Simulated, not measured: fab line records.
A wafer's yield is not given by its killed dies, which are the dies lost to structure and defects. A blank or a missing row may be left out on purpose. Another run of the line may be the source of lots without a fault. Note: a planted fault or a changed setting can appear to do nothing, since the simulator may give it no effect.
Chamber matching	flow gf180mcu	GF_V1_ETCH_16 on rie_diel-03 has 4 sister chambers
The step etches BARC in N2/H2. 14 wafers are shown with their chamber, then 7 later ones without.

WAFERS WITH THEIR CHAMBER
wafer	chamber	throttle_valve_pct (%)	oes_product_au (a.u.)	h2_flow_sccm (sccm)
L076.2	0	13.210	0.853	200.4
L076.3	3	13.230	0.848	201.7
L076.4	1	13.228	0.854	200.4
L077.2	1	13.245	0.851	200.0
L077.3	2	13.234	0.861	200.9
L077.6	2	13.214	0.856	201.4
L082.3	2	13.245	0.864	199.6
L082.4	1	13.222	0.853	198.0
L082.5	3	13.220	0.860	199.1
L091.1	1	13.225	0.859	199.8
L091.4	2	13.220	0.857	199.7
L091.5	2	13.212	0.857	200.2
L092.1	3	13.213	0.858	199.6
L092.4	1	13.216	0.853	199.7

SIGNATURES, as means of the wafers listed above
reading	chamber 0	chamber 1	chamber 2	chamber 3	scatter within a chamber
throttle_valve_pct	13.21000	13.22720	13.22500	13.22100	0.0119
oes_product_au	0.85300	0.85400	0.85900	0.85533	0.00406
h2_flow_sccm	200.400	199.580	200.360	200.133	0.981
Rule: distance of a wafer from a chamber = root of the sum over the readings of ((wafer's reading minus chamber's mean) / reading's scatter) squared. If the next closest chamber is less than 2 further off than the closest, the wafer can't be placed; otherwise it belongs to the closest. How the scatter is found: for the shown wafers, subtract from each reading the mean of its chamber, square and add these, divide the total by (wafers less chambers), then take the root.

WAFERS WITHOUT THEIR CHAMBER
wafer	throttle_valve_pct (%)	oes_product_au (a.u.)	h2_flow_sccm (sccm)
L092.6	13.231	0.857	199.7
L093.1	13.240	0.858	199.2
L093.2	13.244	0.860	199.9
L093.3	13.226	0.854	200.9
L095.3	13.233	0.847	201.0
L095.5	13.215	0.861	200.5
L095.6	13.213	0.853	200.6

THE CHAMBER EACH PASSED THROUGH
wafer	from the rows above	in truth
L092.6	can't be placed: 1 or 2 or 3 or 0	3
L093.1	can't be placed: 1 or 2 or 3 or 0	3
L093.2	can't be placed: 2 or 1 or 3 or 0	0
L093.3	can't be placed: 3 or 1 or 2 or 0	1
L095.3	can't be placed: 1 or 3 or 0 or 2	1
L095.5	can't be placed: 2 or 3 or 0 or 1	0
L095.6	can't be placed: 0 or 3 or 1 or 2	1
Placed correctly: 0 of 7. These rows do not allow placing 7 (true chamber among the candidates in 7). Placed wrongly: 0.
